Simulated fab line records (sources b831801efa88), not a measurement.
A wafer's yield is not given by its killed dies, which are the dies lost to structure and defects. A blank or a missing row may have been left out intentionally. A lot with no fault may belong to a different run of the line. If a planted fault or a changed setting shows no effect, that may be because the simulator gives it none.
fab line records    flow sky130
record: lots: 7  wafers: 21  last_day: 50
route steps=708 shown GATE_OXIDE@202 POLY_GATE@204 RES_PROTECT@206 PAD_OPEN@708
lots that met no fault: taken from a fault-free run of the same line
start_h: hours from the record's first day to the start of the lot's first wafer shown    wait_h: hours from the lot's prior step to this one    " identical to the entry in the row above    L1.1+2: a single row standing in for several wafers    - no value, or no start given    * or withheld: withheld    < > ~ a bound
route shown NAME@n: NAME is a module with steps in the file, n the number in the route of the first one    usual: mean and standard deviation over wafers with no fault    same: alike in all rows    chamber/n: place in a boat    sites: each site's reading    _std_site: how widely they spread, as a standard deviation    _edge_site: inner sites' mean taken away from outer sites' mean    radius_mm: how far each site lies from the wafer's centre    mask NAME#n: copy n    behind: the last tool/chamber to shape the wafer    hold: reason for holding the lot/hours on hold/outcome of the hold    device: whichever transistor did not switch (one of n, p or np)    end of line: the same wafers' tests at the end of the route    step lacking rows: just its recipe    killed: count of dies lost to structure and defects at first sort (not the wafer's yield)    map: the dies of a wafer, with x for killed, . for not killed, _ for no die there
set.NAME: the setting the step ran with; set.NAME@STEP: the setting that earlier step ran with    model.NAME: the simulator's own value behind a step, which no gauge read
certain route steps with their lots: each step a table, each wafer a row
services: from which hour (start_h, from the record's first day; less than 0 if before it) a tool's chamber was out of use, for how many hours, and why
== steps ==
step: SKY_GATE_OXIDE_CLEAN_15
recipe: chemistry: SC1/SC2  mix: 1:4:20  temp_c: 70  time_s: 150  dry: n2_spin
step: SKY_GATE_OXIDE_OXIDATION_16
recipe: temp_c: 800  ambient: O2  idle_temp_c: 700  ramp_up_c_per_min: 10  ramp_down_c_per_min: 3  stabilise_s: 600  purge_s: 300  target_thk_a: 35.7  ox_time_s: 1915
step: SKY_POLY_GATE_CVD_00
recipe: material: poly-Si  target_thk_nm: 180  temp_c: 620  time_s: 720  pressure_mtorr: 200
step: SKY_POLY_GATE_THK_MEAS_01
recipe: reads: poly-Si_of_POLY_GATE_CVD_00
usual: POLY_GATE_CVD_00_THK: 180.3/1.4
lot.wafer  tool           chamber  start_h  wait_h  POLY_GATE_CVD_00_THK[nm]
L639.3     film_metro-04  -        320.92   0.0     180.9
L639.5     "              -        "        "       181.4
L639.6     "              -        "        "       180.5
L649.1     film_metro-02  -        409.45   0.0     178.5
L649.2     "              -        "        "       177.4
L649.5     "              -        "        "       178.0
L650.2     film_metro-04  -        409.46   0.0     178.8
L650.3     "              -        "        "       180.0
L650.6     "              -        "        "       178.6
L651.1     film_metro-02  -        418.56   0.0     179.1
L651.4     "              -        "        "       179.2
L651.6     "              -        "        "       180.9
L652.2     film_metro-04  -        436.19   0.0     181.4
L652.5     "              -        "        "       182.4
L652.6     "              -        "        "       182.9
L658.2     film_metro-02  -        483.72   0.0     180.9
L658.3     "              -        "        "       180.3
L658.6     "              -        "        "       180.2
L659.1     film_metro-04  -        494.99   0.0     180.6
L659.5     "              -        "        "       179.3
L659.6     "              -        "        "       178.7
step: SKY_RES_PROTECT_DEHYDRATE_00
recipe: temp_c: 200  time_s: 60
step: SKY_RES_PROTECT_HMDS_01
recipe: prime_time_s: 60  prime_temp_c: 120
step: SKY_RES_PROTECT_COAT_02
recipe: resist: NOVOLAK  spin_rpm: 3000  resist_thk_nm: 1140
step: SKY_RES_PROTECT_SOFTBAKE_03
recipe: temp_c: 90  time_s: 60  resist: NOVOLAK
step: SKY_RES_PROTECT_EXPOSE_04
recipe: mask_id: RPM  na: 0.6  source_shape: conventional  sigma_outer: 0.6  polarization: unpolarized  target_cd_nm: 1270  dose_mj: 131
step: SKY_RES_PROTECT_PEB_05
recipe: temp_c: withheld  time_s: *  resist: NOVOLAK
step: SKY_RES_PROTECT_DEVELOP_06
recipe: resist: NOVOLAK  developer: TMAH  develop_time_s: 60  dev_temp_c: 23
step: SKY_POLY_GATE_IMPLANT_02
recipe: species: P  energy_kev: 30  dose_cm2: 7.7e+15  tilt_deg: 0
step: SKY_RES_PROTECT_STRIP_07
recipe: chemistry: O2/N2  power_w: 1400  pressure_mtorr: 1500  platen_temp_c: withheld  o2_flow_sccm: 3000  n2_flow_sccm: 300  overash_fraction: 0.5
usual: chamber_pressure_mTorr: 1499.9/1.4  drypump_motor_current_A: 5.79/0.21  oes_product_au: 0.517/0.004  strip_time_to_endpoint_s: 23.28/0.035
lot.wafer  tool             chamber  start_h  wait_h  chamber_pressure_mTorr  drypump_motor_current_A  oes_product_au  rf_hours_counter_h  strip_time_to_endpoint_s  model.NOVOLAK_of_RES_PROTECT_COAT_02.thk_nm
L639.3     plasma_asher-04  0        347.90   0.1     1502.0                  5.54                     0.508           -                   23.23                     0
L639.5     "                0        "        "       1500.5                  5.60                     0.511           -                   23.29                     0
L639.6     "                1        "        "       1499.0                  5.92                     0.515           -                   23.27                     0
L649.1     plasma_asher-04  1        440.63   0.1     -                       -                        -               -                   -                         1144
L649.2     "                0        "        "       -                       -                        -               -                   -                         1140
L649.5     "                1        "        "       -                       -                        -               -                   -                         1137
L650.2     plasma_asher-03  0        440.93   0.1     -                       -                        -               -                   -                         1137
L650.3     "                1        "        "       -                       -                        -               -                   -                         1141
L650.6     "                0        "        "       -                       -                        -               -                   -                         1144
L651.1     plasma_asher-04  0        448.78   0.1     -                       -                        -               -                   -                         1135
L651.4     "                0        "        "       -                       -                        -               -                   -                         1136
L651.6     "                1        "        "       -                       -                        -               -                   -                         1136
L652.2     plasma_asher-04  0        466.38   0.1     1499.3                  5.52                     0.516           4                   23.27                     0
L652.5     "                0        "        "       1502.1                  5.53                     0.517           -                   23.28                     0
L652.6     "                1        "        "       1498.6                  5.91                     0.519           -                   23.25                     0
L658.2     plasma_asher-04  0        514.37   0.1     1497.8                  5.55                     0.515           8                   23.31                     0
L658.3     "                1        "        "       1500.6                  5.89                     0.514           -                   23.30                     0
L658.6     "                1        "        "       1500.0                  5.90                     0.519           -                   23.32                     0
L659.1     plasma_asher-04  1        526.06   0.1     1498.7                  5.90                     0.515           10                  23.28                     0
L659.5     "                0        "        "       1500.1                  5.59                     0.514           -                   23.23                     0
L659.6     "                1        "        "       1499.1                  5.90                     0.511           -                   23.19                     0
step: SKY_RES_PROTECT_TW_MEAS_08
usual: POLY_GATE_TW: 4042/63
lot.wafer  tool           chamber  start_h  wait_h  POLY_GATE_TW
L639.3     film_metro-04  -        347.98   0.1     4084
L639.5     "              -        "        "       4106
L639.6     "              -        "        "       4084
L649.1     film_metro-03  -        440.73   0.1     4006
L649.2     "              -        "        "       4007
L649.5     "              -        "        "       4022
L650.2     film_metro-04  -        441.04   0.1     4086
L650.3     "              -        "        "       4097
L650.6     "              -        "        "       4083
L651.1     film_metro-04  -        448.88   0.1     4114
L651.4     "              -        "        "       4087
L651.6     "              -        "        "       4081
L652.2     film_metro-02  -        466.49   0.1     3976
L652.5     "              -        "        "       3981
L652.6     "              -        "        "       3960
L658.2     film_metro-02  -        514.48   0.1     3964
L658.3     "              -        "        "       3953
L658.6     "              -        "        "       3961
L659.1     film_metro-04  -        526.16   0.1     4093
L659.5     "              -        "        "       4099
L659.6     "              -        "        "       4098
step: SKY_PAD_OPEN_PROBE_99
usual: killed_at_M0_to_M3: 43/7.3  killed_at_M4_up: 3.1/1.7  killed_at_contacts: 25/5.3  killed_at_front_end: 14/4.1  killed_at_other: 0.3/0.56  killed_dies: 85/9.4  killed_on_rim: 17/4  killed_open: 46/7.4  killed_short: 38/5.8
same: gross_dies: 492  killed_at_back_side: 0
lot.wafer  tool       chamber  start_h  wait_h  hold                    killed_at_M0_to_M3  killed_at_M4_up  killed_at_contacts  killed_at_front_end  killed_at_other  killed_dies  killed_on_rim  killed_open  killed_short
L639.3     prober-02  -        1083.95  0.2     -                       45                  5                29                  14                   0                93           22             54           39
L639.5     prober-02  -        1084.05  0.2     -                       41                  5                17                  10                   1                74           13             47           27
L639.6     prober-02  -        1084.10  0.2     -                       49                  5                21                  13                   1                89           16             56           33
L649.1     prober-02  -        1145.20  0.1     await_dispo/3.2h/scrap  42                  6                20                  424                  0                492          96             44           37
L649.2     prober-02  -        1145.25  0.1     await_dispo/3.2h/scrap  49                  6                13                  424                  0                492          96             41           42
L649.5     prober-02  -        1145.40  0.2     await_dispo/3.2h/scrap  42                  2                31                  416                  1                492          96             41           42
L650.2     prober-01  -        1147.50  0.1     await_dispo/3.2h/scrap  32                  5                28                  427                  0                492          96             44           34
L650.3     prober-01  -        1147.55  0.2     await_dispo/3.2h/scrap  52                  1                27                  411                  1                492          96             55           41
L650.6     prober-01  -        1147.70  0.2     await_dispo/3.2h/scrap  52                  4                30                  406                  0                492          96             56           39
L651.1     prober-02  -        1150.89  0.1     await_dispo/4.0h/scrap  42                  8                31                  411                  0                492          96             58           43
L651.4     prober-02  -        1151.04  0.2     await_dispo/4.0h/scrap  41                  4                27                  419                  1                492          96             45           44
L651.6     prober-02  -        1151.14  0.2     await_dispo/4.0h/scrap  39                  5                22                  426                  0                492          96             39           42
L652.2     prober-01  -        1161.71  0.1     -                       36                  5                22                  12                   1                76           13             38           38
L652.5     prober-01  -        1161.86  0.2     -                       37                  4                23                  14                   0                78           14             46           32
L652.6     prober-01  -        1161.91  0.2     -                       49                  2                29                  12                   0                92           24             49           43
L658.2     prober-01  -        1185.35  0.1     -                       32                  2                28                  14                   0                76           12             40           36
L658.3     prober-01  -        1185.40  0.2     -                       26                  1                17                  17                   0                61           6              33           28
L658.6     prober-01  -        1185.55  0.2     -                       47                  6                27                  15                   0                95           16             54           41
L659.1     prober-01  -        1195.64  0.1     -                       54                  2                26                  19                   1                102          17             59           43
L659.5     prober-01  -        1195.84  0.2     -                       43                  3                26                  8                    0                80           21             45           35
L659.6     prober-01  -        1195.89  0.2     -                       45                  1                15                  13                   0                74           15             36           38
killed by level:class
L639.3 CONTACT:geometric_particle:open=13 VIA1:geometric_particle:open=13 VIA3:geometric_particle:open=8 METAL1:geometric_particle:short=7 FIELD_ISO:geometric_particle:open=5 LI_CONTACT:geometric_particle:open=5 CONTACT:geometric_particle:short=5 POLY_GATE:geometric_particle:open=3
L639.5 VIA1:geometric_particle:open=15 LI_CONTACT:geometric_particle:open=7 CONTACT:geometric_particle:open=5 VIA3:geometric_particle:open=5 VIA2:geometric_particle:open=4 METAL1:geometric_particle:short=4 METAL2:geometric_particle:short=4 POLY_GATE:geometric_particle:open=3
L639.6 VIA1:geometric_particle:open=15 VIA2:geometric_particle:open=8 VIA3:geometric_particle:open=8 LI_CONTACT:geometric_particle:open=7 CONTACT:geometric_particle:open=6 METAL1:geometric_particle:short=5 POLY_GATE:geometric_particle:short=4 METAL2:geometric_particle:short=4
L649.1 POLY_GATE:area_cvd=410 VIA1:geometric_particle:open=10 VIA3:geometric_particle:open=9 VIA1:geometric_particle:short=7 VIA2:geometric_particle:open=6 POLY_GATE:geometric_particle:short=6 LI_CONTACT:geometric_particle:open=6 METAL1:geometric_particle:short=5
L649.2 POLY_GATE:area_cvd=409 VIA1:geometric_particle:short=10 VIA2:geometric_particle:open=9 VIA1:geometric_particle:open=8 POLY_GATE:geometric_particle:short=7 VIA3:geometric_particle:open=6 METAL1:geometric_particle:short=6 LI_CONTACT:geometric_particle:open=5
L649.5 POLY_GATE:area_cvd=408 CONTACT:geometric_particle:open=12 VIA3:geometric_particle:short=7 LI_CONTACT:geometric_particle:open=6 VIA1:geometric_particle:short=6 VIA3:geometric_particle:open=6 CONTACT:geometric_particle:short=5 LI_CONTACT:geometric_particle:short=4
L650.2 POLY_GATE:area_cvd=414 CONTACT:geometric_particle:open=16 VIA3:geometric_particle:open=7 VIA1:geometric_particle:open=6 VIA1:geometric_particle:short=6 POLY_GATE:geometric_particle:short=5 LI_CONTACT:geometric_particle:open=4 CONTACT:geometric_particle:short=4
L650.3 POLY_GATE:area_cvd=395 VIA1:geometric_particle:open=12 LI_CONTACT:geometric_particle:open=9 VIA3:geometric_particle:open=8 METAL2:geometric_particle:short=8 VIA2:geometric_particle:open=8 CONTACT:geometric_particle:open=7 METAL1:geometric_particle:short=6
L650.6 POLY_GATE:area_cvd=396 CONTACT:geometric_particle:open=11 VIA3:geometric_particle:open=10 LI_CONTACT:geometric_particle:open=8 VIA2:geometric_particle:open=8 METAL1:geometric_particle:short=7 VIA1:geometric_particle:short=7 VIA1:geometric_particle:open=6
L651.1 POLY_GATE:area_cvd=391 VIA1:geometric_particle:open=20 CONTACT:geometric_particle:open=13 LI_CONTACT:geometric_particle:open=7 METAL4:geometric_particle:short=7 FIELD_ISO:geometric_particle:short=6 METAL1:geometric_particle:short=6 FIELD_ISO:geometric_particle:open=5
L651.4 POLY_GATE:area_cvd=403 VIA1:geometric_particle:open=13 CONTACT:geometric_particle:open=9 CONTACT:geometric_particle:short=6 METAL1:geometric_particle:short=6 VIA1:geometric_particle:short=6 LI_CONTACT:geometric_particle:open=5 POLY_GATE:geometric_particle:short=4
L651.6 POLY_GATE:area_cvd=411 VIA3:geometric_particle:open=8 LOCAL_INTERCONNECT:geometric_particle:short=7 LI_CONTACT:geometric_particle:open=6 VIA1:geometric_particle:open=6 METAL1:geometric_particle:short=6 POLY_GATE:geometric_particle:short=5 METAL2:geometric_particle:short=5
L652.2 CONTACT:geometric_particle:open=11 LOCAL_INTERCONNECT:geometric_particle:short=6 VIA1:geometric_particle:open=6 VIA2:geometric_particle:open=5 VIA3:geometric_particle:open=5 METAL3:geometric_particle:short=4 VIA1:geometric_particle:short=4 FIELD_ISO:geometric_particle:open=3
L652.5 VIA1:geometric_particle:open=8 CONTACT:geometric_particle:open=7 LI_CONTACT:geometric_particle:open=6 FIELD_ISO:geometric_particle:open=5 VIA2:geometric_particle:open=5 METAL2:geometric_particle:open=5 POLY_GATE:geometric_particle:open=4 LOCAL_INTERCONNECT:geometric_particle:short=4
L652.6 VIA1:geometric_particle:open=12 CONTACT:geometric_particle:open=10 METAL2:geometric_particle:short=8 FIELD_ISO:geometric_particle:open=7 CONTACT:geometric_particle:short=7 LI_CONTACT:geometric_particle:open=6 VIA1:geometric_particle:short=6 VIA2:geometric_particle:short=5
L658.2 CONTACT:geometric_particle:open=10 LI_CONTACT:geometric_particle:open=8 METAL1:geometric_particle:short=8 VIA2:geometric_particle:open=7 VIA1:geometric_particle:open=6 VIA1:geometric_particle:short=5 POLY_GATE:geometric_particle:short=5 CONTACT:geometric_particle:short=5
L658.3 POLY_GATE:geometric_particle:open=9 CONTACT:geometric_particle:open=6 METAL1:geometric_particle:short=6 VIA3:geometric_particle:open=5 CONTACT:geometric_particle:short=4 VIA1:geometric_particle:open=4 LI_CONTACT:geometric_particle:short=3 FIELD_ISO:geometric_particle:short=2
L658.6 VIA1:geometric_particle:open=13 VIA2:geometric_particle:open=10 CONTACT:geometric_particle:open=9 LI_CONTACT:geometric_particle:open=7 VIA2:geometric_particle:short=7 METAL1:geometric_particle:short=6 CONTACT:geometric_particle:short=6 POLY_GATE:geometric_particle:short=4
L659.1 VIA1:geometric_particle:open=17 CONTACT:geometric_particle:open=11 LI_CONTACT:geometric_particle:open=8 VIA2:geometric_particle:short=8 FIELD_ISO:geometric_particle:open=7 FIELD_ISO:geometric_particle:short=6 VIA2:geometric_particle:open=6 METAL1:geometric_particle:short=5
L659.5 CONTACT:geometric_particle:open=15 METAL1:geometric_particle:short=8 VIA1:geometric_particle:open=7 METAL2:geometric_particle:short=7 VIA3:geometric_particle:open=6 VIA1:geometric_particle:short=5 LI_CONTACT:geometric_particle:open=4 VIA2:geometric_particle:open=4
L659.6 VIA1:geometric_particle:open=9 METAL1:geometric_particle:short=8 VIA2:geometric_particle:open=7 CONTACT:geometric_particle:open=6 CONTACT:geometric_particle:short=5 VIA3:geometric_particle:short=5 FIELD_ISO:geometric_particle:open=4 METAL2:geometric_particle:short=4
map L649.1 (x killed, . not)
__________xxxxxxxxxx_________
________xxxxxxxxxxxxxx_______
______xxxxxxxxxxxxxxxxxx_____
_____xxxxxxxxxxxxxxxxxxxx____
____xxxxxxxxxxxxxxxxxxxxxx___
___xxxxxxxxxxxxxxxxxxxxxxxx__
__xxxxxxxxxxxxxxxxxxxxxxxxxx_
_xxxxxxxxxxxxxxxxxxxxxxxxxxxx
_xxxxxxxxxxxxxxxxxxxxxxxxxxxx
_xxxxxxxxxxxxxxxxxxxxxxxxxxxx
_xxxxxxxxxxxxxxxxxxxxxxxxxxxx
_xxxxxxxxxxxxxxxxxxxxxxxxxxxx
_xxxxxxxxxxxxxxxxxxxxxxxxxxxx
_xxxxxxxxxxxxxxxxxxxxxxxxxxxx
_xxxxxxxxxxxxxxxxxxxxxxxxxxxx
__xxxxxxxxxxxxxxxxxxxxxxxxxx_
___xxxxxxxxxxxxxxxxxxxxxxxx__
____xxxxxxxxxxxxxxxxxxxxxx___
_____xxxxxxxxxxxxxxxxxxxx____
______xxxxxxxxxxxxxxxxxx_____
________xxxxxxxxxxxxxx_______
__________xxxxxxxxxx_________
map L650.2 (x killed, . not)
__________xxxxxxxxxx_________
________xxxxxxxxxxxxxx_______
______xxxxxxxxxxxxxxxxxx_____
_____xxxxxxxxxxxxxxxxxxxx____
____xxxxxxxxxxxxxxxxxxxxxx___
___xxxxxxxxxxxxxxxxxxxxxxxx__
__xxxxxxxxxxxxxxxxxxxxxxxxxx_
_xxxxxxxxxxxxxxxxxxxxxxxxxxxx
_xxxxxxxxxxxxxxxxxxxxxxxxxxxx
_xxxxxxxxxxxxxxxxxxxxxxxxxxxx
_xxxxxxxxxxxxxxxxxxxxxxxxxxxx
_xxxxxxxxxxxxxxxxxxxxxxxxxxxx
_xxxxxxxxxxxxxxxxxxxxxxxxxxxx
_xxxxxxxxxxxxxxxxxxxxxxxxxxxx
_xxxxxxxxxxxxxxxxxxxxxxxxxxxx
__xxxxxxxxxxxxxxxxxxxxxxxxxx_
___xxxxxxxxxxxxxxxxxxxxxxxx__
____xxxxxxxxxxxxxxxxxxxxxx___
_____xxxxxxxxxxxxxxxxxxxx____
______xxxxxxxxxxxxxxxxxx_____
________xxxxxxxxxxxxxx_______
__________xxxxxxxxxx_________
== services ==
tool             chamber  start_h  hours  kind
plasma_asher-04  -        376.45   1.0    repair
plasma_asher-03  -        395.01   2.8    pm
plasma_asher-04  -        410.64   1.4    repair
plasma_asher-04  -        421.25   9.0    pm
plasma_asher-04  0        421.25   9.0    vent_cycle
plasma_asher-04  1        421.25   9.0    vent_cycle
plasma_asher-03  -        425.09   14.6   pm
plasma_asher-04  0        430.25   -      clean
plasma_asher-04  1        430.25   -      clean
plasma_asher-04  -        471.38   4.2    repair
== key ==
first_sign: step: SKY_RES_PROTECT_STRIP_07  reading: tool_record  direction: missing
effect: step: SKY_PAD_OPEN_PROBE_99  reading: hold  direction: added
model_effect: step: SKY_RES_PROTECT_STRIP_07  value: NOVOLAK_of_RES_PROTECT_COAT_02.thk_nm  without: 0  struck: 1139
more_kills_born_at: SKY_POLY_GATE_CVD_03@lpcvd-02: 3637
met_at SKY_RES_PROTECT_STRIP_07
struck_wafers L649.1,L649.2,L649.5,L650.2,L650.3,L650.6,L651.1,L651.4,L651.6
later_rows_left_out L649.1,L649.2,L649.5,L650.2,L650.3,L650.6,L651.1,L651.4,L651.6
tester_left_out L649,L650,L651
onset_between 347.90 440.63
fault: kind: skipped_step_whole  tool: plasma_asher-03,plasma_asher-04  chamber: -  onset_h: 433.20  steps: SKY_RES_PROTECT_STRIP_07  scope: struck_lots_only
tester_left_out: of these lots the tester's yield and bins aren't shown, on N5 and GAA mostly nor the transistor test; their killed dies are dies lost to structure and defects alone, not to doping, threshold or leakage, so they don't give the yield
later_rows_left_out: the simulator's readings of these wafers behind a module that went badly wrong aren't trusted and aren't shown, but for the sort
